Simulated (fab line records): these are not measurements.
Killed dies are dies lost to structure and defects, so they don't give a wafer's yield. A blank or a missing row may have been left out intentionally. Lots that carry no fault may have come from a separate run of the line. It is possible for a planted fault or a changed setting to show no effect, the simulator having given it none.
What tool caused it? -- flow gf180mcu -- Sampling: 12 lots, 36 wafers, 5 of 602 route steps

== WHAT THE GAUGES SHOWED, per wafer ==
GF_MVSD_OVL_MEAS_07.
lot,measured,on,MVSD_OVL (nm)
L178,day 4 09:23,overlay-02,-1.4 -0.4 -1.4
L179,day 4 15:17,overlay-01,-0.8 1.1 -1.4
L182,day 5 08:20,overlay-01,0.4 0.0 -1.1
L185,day 6 07:44,overlay-01,-1.4 -1.2 -1.5
L187,day 6 13:26,overlay-02,173.9 176.2 174.9 175.5 177.7 176.6
L188,day 7 07:26,overlay-01,176.0 173.8 175.9 177.2 175.2 176.7
L189,day 7 17:41,overlay-02,-0.6 0.1 -1.1
L190,day 7 18:38,overlay-02,3.0 2.6 2.8
L193,day 8 09:07,overlay-01,2.0 1.8 1.0
L196,day 8 19:35,overlay-02,1.1 -0.4 0.7
L197,day 9 08:05,overlay-01,-2.3 -1.8 -0.8
L201,day 10 00:14,overlay-02,-1.3 -1.6 0.9

GF_CONTACT_RS_MEAS_25: the measuring method here is four-point-probe.
lot,measured,on,CONTACT_W_RS (ohm/sq)
L178,day 15 16:50,filmMetro-03,0.351 0.350 0.352
L179,day 16 02:35,filmMetro-03,0.358 0.353 0.354
L182,day 17 10:23,filmMetro-02,0.358 0.361 0.363
L185,day 19 01:18,filmMetro-04,0.351 0.348 0.352
L189,day 21 01:08,filmMetro-04,0.355 0.355 0.357
L190,day 21 06:24,filmMetro-02,0.353 0.352 0.355
L193,day 22 00:12,filmMetro-03,0.358 0.361 0.356
L196,day 22 18:44,filmMetro-03,0.362 0.358 0.356
L197,day 23 09:23,filmMetro-04,0.352 0.353 0.349
L201,day 24 05:13,filmMetro-03,0.354 0.355 0.354

== WHAT TOOL EACH LOT RAN ON (gives the tool, then ch and the chambers of the sampled wafers, and finally the start) ==
lot,GF_MVSD_EXPOSE_04,GF_VT_IMPLANT_STRIP_42,GF_CONTACT_SPUTTER_23
L178,"ilineStepper-01 ch 0, day 4 02:58","plasmaAsher-01 ch 0,1, day 7 07:48","pvdSputter-03, day 15 16:40"
L179,"ilineStepper-02 ch 0, day 4 09:22","plasmaAsher-03 ch 0, day 7 15:22","pvdSputter-04, day 16 02:27"
L182,"ilineStepper-02 ch 0, day 5 01:29","plasmaAsher-03 ch 0,1, day 8 12:01","pvdSputter-04, day 17 10:14"
L185,"ilineStepper-02 ch 0, day 6 00:14","plasmaAsher-03 ch 0,1, day 9 17:07","pvdSputter-04, day 19 01:08"
L187,"ilineStepper-02 ch 0, day 6 05:50",-,-
L188,"ilineStepper-02 ch 0, day 7 00:08",-,-
L189,"ilineStepper-01 ch 0, day 7 10:06","plasmaAsher-02 ch 0,1, day 11 07:55","pvdSputter-04, day 21 00:53"
L190,"ilineStepper-01 ch 0, day 7 10:46","plasmaAsher-03 ch 0,1, day 11 10:43","pvdSputter-04, day 21 06:14"
L193,"ilineStepper-01 ch 0, day 8 00:47","plasmaAsher-02 ch 0,1, day 12 01:36","pvdSputter-01, day 22 00:04"
L196,"ilineStepper-01 ch 0, day 8 11:31","plasmaAsher-01 ch 1, day 12 15:34","pvdSputter-04, day 22 18:35"
L197,"ilineStepper-01 ch 0, day 8 23:28","plasmaAsher-01 ch 0,1, day 13 04:31","pvdSputter-01, day 23 09:15"
L201,"ilineStepper-01 ch 0, day 9 15:50","plasmaAsher-02 ch 0,1, day 13 23:26","pvdSputter-01, day 24 05:02"
- GF_MVSD_EXPOSE_04: exposes mask MVSD, target cd 1000 nm.
- GF_VT_IMPLANT_STRIP_42: strips in O2/N2.
- GF_CONTACT_SPUTTER_23: material TiN, target thk 10 nm, time 40 s.

== AS READ BY THE TOOLS THEMSELVES (means over the sampled wafers that have a number; for cases with no such wafer, the mark the record gives instead) ==
GF_VT_IMPLANT_STRIP_42.
lot,tool,drypumpMotorCurrentA (A),heaterPowerW (W),oesProductAu (a.u.),stripTimeToEndpointS (s)
L178,plasmaAsher-01,5.4,337,0.710,12.62
L179,plasmaAsher-03,6.6,311,0.715,12.65
L182,plasmaAsher-03,6.3,305,0.723,12.57
L185,plasmaAsher-03,6.3,306,0.715,12.66
L189,plasmaAsher-02,5.6,348,0.716,12.65
L190,plasmaAsher-03,6.2,302,0.717,12.62
L193,plasmaAsher-02,5.6,346,0.721,12.59
L196,plasmaAsher-01,5.5,375,0.714,12.58
L197,plasmaAsher-01,5.5,355,0.717,12.59
L201,plasmaAsher-02,5.6,343,0.716,12.65

GF_CONTACT_SPUTTER_23.
lot,tool,throttleValvePct (%)
L178,pvdSputter-03,28.6
L179,pvdSputter-04,30.1
L182,pvdSputter-04,29.8
L185,pvdSputter-04,29.9
L189,pvdSputter-04,30.1
L190,pvdSputter-04,30.0
L193,pvdSputter-01,30.8
L196,pvdSputter-04,30.0
L197,pvdSputter-01,29.8
L201,pvdSputter-01,29.6

== THE ANSWER, worked out from the rows above alone ==
Rule: the lots themselves supply what counts as usual. The widest of any qualifying gaps counts: lots, ordered by their means at a reading, are off when they make up no more than a third of the lots, leave a main group of 4 or more, and stand apart from it by 3 or more times the standard deviation of that group's means. If all means in a main group match to the digits the tables above print for the reading, that group is not used. A lot without any number at a reading at which 4 lots or more have one is off too. Where the step has rows for the other lots, those lots are counted as sound. After the gauges, taken in route order, come the tools' own readings; for these a lot's mean is taken, as printed above. The first step at which some lot is off is used, and at that step the reading that is off furthest; a lot without a number counts as furthest.
Off: L187, L188, at GF_MVSD_OVL_MEAS_07 (MVSD_OVL). Main group: mean -0.1 nm, sd 1.3.
A tool fits if, at a process step before that reading, it ran every lot that is off, and no sound lot after the first of them. The gauges at GF_MVSD_OVL_MEAS_07 are tried like those tools. One fits: ilineStepper-02 at GF_MVSD_EXPOSE_04. Its last sound lot is L185 (day 6 00:14), its first lot that is off L187 (day 6 05:50): a fault that began between those two fits.

== WHAT THE SIMULATOR PUT IN ==
Scanner matching overlay: ilineStepper-02, from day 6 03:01 on, at GF_MVSD_EXPOSE_04. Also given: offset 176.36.
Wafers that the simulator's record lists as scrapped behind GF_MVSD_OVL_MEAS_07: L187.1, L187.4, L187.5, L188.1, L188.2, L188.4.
Struck lots among those shown: L187, L188. Same finding as the rule above.
